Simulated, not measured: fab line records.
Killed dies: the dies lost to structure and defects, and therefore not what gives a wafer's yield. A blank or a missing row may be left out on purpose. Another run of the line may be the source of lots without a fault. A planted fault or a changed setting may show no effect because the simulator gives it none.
8D (eight disciplines) problem report, filled in by code :: flow gf180mcu :: the parts of the form that need people (team, actions taken, sign-off) are left out

1. PROBLEM STATEMENT
V2_W_RS at GF_V2_RS_MEAS_24 reads a mean of 0.206 ohm/sq on 9 wafers of 3 lots; wafers without a fault read 0.327 ohm/sq with a standard deviation of 0.0031. That puts it -39 standard deviations away from the usual mean.
The step: measures by four-point-probe.
The first sign was on wafer L161.1 at day 25 11:11, on filmMetro-04. The record holds 33 wafers of 11 lots with a number at this step. Rule for "out", or "out of limits": more than 4 standard deviations from the usual mean. The other wafers with a number count as sound.

2. WHAT IT IS, AND WHAT IT ISN'T
question: which readings at this step
is: V2_W_RS
is not: -

question: which lots
is: L161, L163, L167
is not: L147, L148, L150, L151, L153, L154, L155, L162

question: which wafers of those lots
is: all that have a number
is not: -

question: read on which gauges
is: filmMetro-03, filmMetro-04
is not: -

question: when
is: from day 25 11:11
is not: up to then (21 sound wafers); but 3 sound wafers of L162 came after

3. SUSPECTS, AND WHAT RULES EACH OUT
Counting: a tool stays on the suspect list if, at a process step up to the reading, it processed all lots that are out and no sound lot following the first of them.
- the gauge at GF_V2_RS_MEAS_24 is ruled out. Those wafers that are out were read across 2 gauges (filmMetro-03, filmMetro-04).
- cvdW-02 at GF_V2_CVD_23 (deposits W, target thk 350 nm, time 104.94 s): kept. Every lot that is out went through it, starting with L161 (day 25 10:51), and after that it ran no sound lot; the last sound lot it ran before then is L155 (day 23 11:16).
Remaining after the count: cvdW-02 at GF_V2_CVD_23.

4. THE CAUSE (what the simulator had put in)
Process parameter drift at GF_V2_CVD_23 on cvdW-02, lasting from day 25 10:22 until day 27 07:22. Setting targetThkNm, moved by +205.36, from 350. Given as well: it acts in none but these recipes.
Counting left only this tool.

5. THE CHAIN OF EFFECTS, in route order
One row per reading whose mean, taken over the struck wafers that have a number, lies over 3 standard deviations from the usual. Only readings for which the record gives a usual standard deviation are gone through. hours: the time from each lot's start at the first step in this table that gives one to its start at this step, as a median over the lots. sigmas: the change in usual standard deviations.
hours: 0
step: GF_V2_RS_MEAS_24
reading: V2_W_RS
usual: 0.327 ohm/sq
on struck wafers: 0.206
change: -0.121
sigmas: -39

hours: 0
step: GF_V2_THK_MEAS_25
reading: V2_W_THK
usual: 353 nm
on struck wafers: 565
change: +212
sigmas: +53

hours: 0
step: GF_V2_CMP_26
reading: timeToEndpointS
usual: 86 s
on struck wafers: 135
change: +49
sigmas: +13
Its process steps:
- GF_V2_CMP_26: polishes, stops on SiO2, t overpolish 15 s, target thk 0 nm.

6. WHAT WOULD HAVE CAUGHT IT SOONER
In this record the first reading out of limits at a measuring or inspecting step was taken at day 25 11:11, 1 hour after the fault began at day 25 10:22.
Tool readings at GF_V2_CVD_23 with a usual standard deviation given in the record: none out on any struck wafer, hence no alarm at a limit of 4 standard deviations on them.
Of the lots that are out (3), L163, L167 began GF_V2_CVD_23 on cvdW-02 after day 25 11:11. A hold on the tool at that time would have spared those 2.
